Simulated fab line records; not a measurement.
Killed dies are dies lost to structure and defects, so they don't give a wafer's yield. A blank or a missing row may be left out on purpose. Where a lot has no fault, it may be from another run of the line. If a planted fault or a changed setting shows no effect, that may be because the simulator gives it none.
Which of the tools did it? + flow gf180mcu + 39 wafers from 13 lots sampled at 6 of the route's 602 steps

## WHAT THE GAUGES SHOWED, per wafer
GF_LVPWELL_TW_MEAS_11. Usual: LVPWELL_TW 558, standard deviation 3.7.
| lot  | measured    | on            | LVPWELL_TW  | flag |
|------|-------------|---------------|-------------|------|
| L648 | day 4 00:50 | film-metro-03 | 550 554 552 |      |
| L649 | day 4 03:48 | film-metro-04 | 559 559 562 |      |
| L650 | day 4 07:55 | film-metro-03 | 555 549 555 |      |
| L651 | day 4 14:25 | film-metro-02 | 559 561 560 |      |
| L652 | day 4 20:34 | film-metro-04 | 563 558 560 |      |
| L654 | day 5 07:34 | film-metro-03 | 555 552 556 |      |
| L656 | day 5 19:44 | film-metro-04 | 575 579 574 | OFF  |
| L657 | day 6 00:19 | film-metro-04 | 576 575 575 | OFF  |
| L663 | day 7 10:16 | film-metro-04 | 561 560 562 |      |
| L665 | day 7 20:57 | film-metro-02 | 560 559 561 |      |
| L667 | day 8 07:38 | film-metro-04 | 562 565 563 |      |
| L669 | day 8 20:50 | film-metro-04 | 564 564 565 |      |
| L670 | day 9 00:42 | film-metro-02 | 560 558 559 |      |

GF_VT_IMPLANT_RS_MEAS_48: measurement is done with a four-point probe. Usual: LVPWELL_RS 1195.3 ohm/sq, standard deviation 2.8.
| lot  | measured     | on            | LVPWELL_RS (ohm/sq)  | flag |
|------|--------------|---------------|----------------------|------|
| L648 | day 7 18:56  | film-metro-04 | 1198.6 1196.2 1196.0 |      |
| L649 | day 7 22:35  | film-metro-02 | 1192.1 1189.9 1192.2 |      |
| L650 | day 8 03:18  | film-metro-04 | 1192.7 1194.0 1193.9 |      |
| L651 | day 8 10:49  | film-metro-02 | 1196.7 1199.7 1202.5 |      |
| L652 | day 8 17:12  | film-metro-02 | 1192.2 1193.7 1191.8 |      |
| L654 | day 9 06:30  | film-metro-04 | 1194.8 1193.4 1194.8 |      |
| L656 | day 9 22:16  | film-metro-02 | 1164.5 1165.3 1165.4 | OFF  |
| L657 | day 10 01:06 | film-metro-03 | 1167.4 1169.8 1166.5 | OFF  |
| L663 | day 11 18:31 | film-metro-04 | 1194.7 1194.8 1192.8 |      |
| L665 | day 12 07:17 | film-metro-04 | 1200.1 1198.6 1201.4 |      |
| L667 | day 12 20:17 | film-metro-02 | 1193.7 1200.5 1198.5 |      |
| L669 | day 13 11:51 | film-metro-02 | 1192.8 1192.6 1196.1 |      |
| L670 | day 13 16:04 | film-metro-03 | 1195.4 1201.0 1197.2 |      |

GF_NSD_TW_MEAS_12. Usual: NSD_TW 4221, standard deviation 24.
| lot  | measured     | on            | NSD_TW         | flag |
|------|--------------|---------------|----------------|------|
| L648 | day 13 11:58 | film-metro-01 | 4245 4217 4220 |      |
| L649 | day 13 16:17 | film-metro-01 | 4200 4213 4217 |      |
| L650 | day 14 01:44 | film-metro-02 | 4223 4238 4236 |      |
| L651 | day 14 10:20 | film-metro-01 | 4186 4230 4217 |      |
| L652 | day 14 17:25 | film-metro-01 | 4197 4205 4232 |      |
| L654 | day 15 14:56 | film-metro-01 | 4194 4194 4179 |      |
| L656 | day 16 08:40 | film-metro-03 | 4238 4230 4216 |      |
| L657 | day 16 05:56 | film-metro-01 | 4239 4218 4229 |      |
| L663 | day 18 17:52 | film-metro-01 | 4248 4249 4247 |      |
| L665 | day 19 05:22 | film-metro-01 | 4240 4204 4235 |      |
| L667 | day 20 00:40 | film-metro-01 | 4202 4196 4184 |      |
| L669 | day 20 15:52 | film-metro-02 | 4267 4275 4293 |      |
| L670 | day 20 21:43 | film-metro-02 | 4241 4255 4247 |      |

GF_CONTACT_RS_MEAS_25: measurement is done with a four-point probe. Usual: CONTACT_W_RS 0.379 ohm/sq, standard deviation 0.0077.
| lot  | measured     | on            | CONTACT_W_RS (ohm/sq) | flag |
|------|--------------|---------------|-----------------------|------|
| L648 | day 16 06:35 | film-metro-02 | 0.367 0.373 0.366     |      |
| L649 | day 16 10:09 | film-metro-04 | 0.360 0.366 0.363     |      |
| L650 | day 16 20:41 | film-metro-02 | 0.368 0.378 0.369     |      |
| L651 | day 17 06:24 | film-metro-03 | 0.386 0.393 0.386     |      |
| L652 | day 17 14:05 | film-metro-02 | 0.387 0.383 0.386     |      |
| L654 | day 18 14:22 | film-metro-03 | 0.368 0.383 0.367     |      |
| L656 | day 19 10:32 | film-metro-03 | 0.380 0.375 0.385     |      |
| L657 | day 19 06:32 | film-metro-02 | 0.386 0.375 0.375     |      |
| L663 | day 21 21:30 | film-metro-03 | 0.382 0.388 0.387     |      |
| L665 | day 22 07:56 | film-metro-02 | 0.388 0.381 0.386     |      |
| L667 | day 23 02:35 | film-metro-03 | 0.371 0.381 0.368     |      |
| L669 | day 24 00:58 | film-metro-02 | 0.382 0.384 0.388     |      |
| L670 | day 24 02:46 | film-metro-02 | 0.369 0.368 0.366     |      |

## EACH LOT AND THE TOOL THAT RAN IT (in order: tool; ch and the chambers of the sampled wafers; start)
| lot  | GF_LVPWELL_IMPLANT_09          | GF_CONTACT_CVD_24             |
|------|--------------------------------|-------------------------------|
| L648 | implanter-04 ch 0, day 4 00:35 | cvd-w-01 ch 0, day 16 06:23   |
| L649 | implanter-02 ch 0, day 4 03:34 | cvd-w-01 ch 0, day 16 09:58   |
| L650 | implanter-04 ch 0, day 4 07:41 | cvd-w-01 ch 0,1, day 16 20:34 |
| L651 | implanter-03 ch 0, day 4 14:11 | cvd-w-02 ch 0,1, day 17 06:17 |
| L652 | implanter-04 ch 0, day 4 20:19 | cvd-w-02 ch 0,1, day 17 13:59 |
| L654 | implanter-03 ch 0, day 5 07:20 | cvd-w-01 ch 0,1, day 18 14:16 |
| L656 | implanter-04 ch 0, day 5 19:29 | cvd-w-02 ch 0,1, day 19 10:26 |
| L657 | implanter-04 ch 0, day 6 00:06 | cvd-w-01 ch 0,1, day 19 06:25 |
| L663 | implanter-03 ch 0, day 7 10:02 | cvd-w-02 ch 0,1, day 21 21:23 |
| L665 | implanter-03 ch 0, day 7 20:42 | cvd-w-02 ch 0,1, day 22 07:50 |
| L667 | implanter-02 ch 0, day 8 07:23 | cvd-w-01 ch 0,1, day 23 02:29 |
| L669 | implanter-02 ch 0, day 8 20:35 | cvd-w-02 ch 0,1, day 24 00:52 |
| L670 | implanter-02 ch 0, day 9 00:28 | cvd-w-01 ch 0, day 24 02:38   |
- GF_LVPWELL_IMPLANT_09
- GF_CONTACT_CVD_24: deposits W, target thk 300 nm, time 90.339 s.

## WHAT THE TOOLS THEMSELVES READ (means of the sampled wafers that have a number; where no wafer has one, the mark that the record gives instead)
GF_LVPWELL_IMPLANT_09. Usual: tilt-deg 0.000 degrees, standard deviation 0.022.
| lot  | tool         | tilt-deg (degrees) | flag |
|------|--------------|--------------------|------|
| L648 | implanter-04 | -0.001             |      |
| L649 | implanter-02 | 0.008              |      |
| L650 | implanter-04 | 0.006              |      |
| L651 | implanter-03 | -0.044             |      |
| L652 | implanter-04 | 0.001              |      |
| L654 | implanter-03 | 0.015              |      |
| L656 | implanter-04 | 4.423              | OFF  |
| L657 | implanter-04 | 4.388              | OFF  |
| L663 | implanter-03 | -0.018             |      |
| L665 | implanter-03 | 0.007              |      |
| L667 | implanter-02 | -0.017             |      |
| L669 | implanter-02 | -0.017             |      |
| L670 | implanter-02 | 0.010              |      |

GF_CONTACT_CVD_24. Usual: heater-power-w at 790 W, with a standard deviation of 51.
| lot  | tool     | heater-power-w (W) | flag |
|------|----------|--------------------|------|
| L648 | cvd-w-01 | 802                |      |
| L649 | cvd-w-01 | 805                |      |
| L650 | cvd-w-01 | 830                |      |
| L651 | cvd-w-02 | 756                |      |
| L652 | cvd-w-02 | 742                |      |
| L654 | cvd-w-01 | 797                |      |
| L656 | cvd-w-02 | 748                |      |
| L657 | cvd-w-01 | 796                |      |
| L663 | cvd-w-02 | 790                |      |
| L665 | cvd-w-02 | 786                |      |
| L667 | cvd-w-01 | 810                |      |
| L669 | cvd-w-02 | 755                |      |
| L670 | cvd-w-01 | 777                |      |

## THE ANSWER, worked out from the rows above alone
Rule: a lot counts as off when the mean over its wafers that have a number is more than 3 standard deviations away from the usual mean. A lot without any number at a reading at which 4 lots or more have one is off too. The other lots that the step has rows for count as sound. The gauges are gone through in route order, then the tools' own readings, and for those a lot's mean is taken as printed above. At the first step where some lot is off, the reading lying furthest off is the one used; lots without a number count as furthest.
Off: at GF_LVPWELL_TW_MEAS_11 (LVPWELL_TW), L656, L657.
If a tool, at a process step before that reading, ran all the lots that are off and no sound lot after the first of them, it fits. Not tried: the gauges at GF_LVPWELL_TW_MEAS_11; whatever is off there is also off at GF_VT_IMPLANT_RS_MEAS_48, on other tools, and gauge error can't account for it. One fits: implanter-04 at GF_LVPWELL_IMPLANT_09. Its last sound lot is L652 (day 4 20:19), its first lot that is off L656 (day 5 19:29): a fault that began between those two fits.
The tool's own readings at GF_LVPWELL_IMPLANT_09 bear it out: on the lots that are off they differ by more than 5 times the standard deviation of the sound lots' means. tilt-deg reads 4.405 degrees there against -0.005 degrees on the sound lots.

## WHAT HAD BEEN PUT IN BY THE SIMULATOR
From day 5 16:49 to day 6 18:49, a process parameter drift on implanter-04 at GF_LVPWELL_IMPLANT_09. Setting tilt-deg shifted by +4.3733 from 0. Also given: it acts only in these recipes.
Lots struck among those shown: L656, L657. This agrees with what the rule above found.
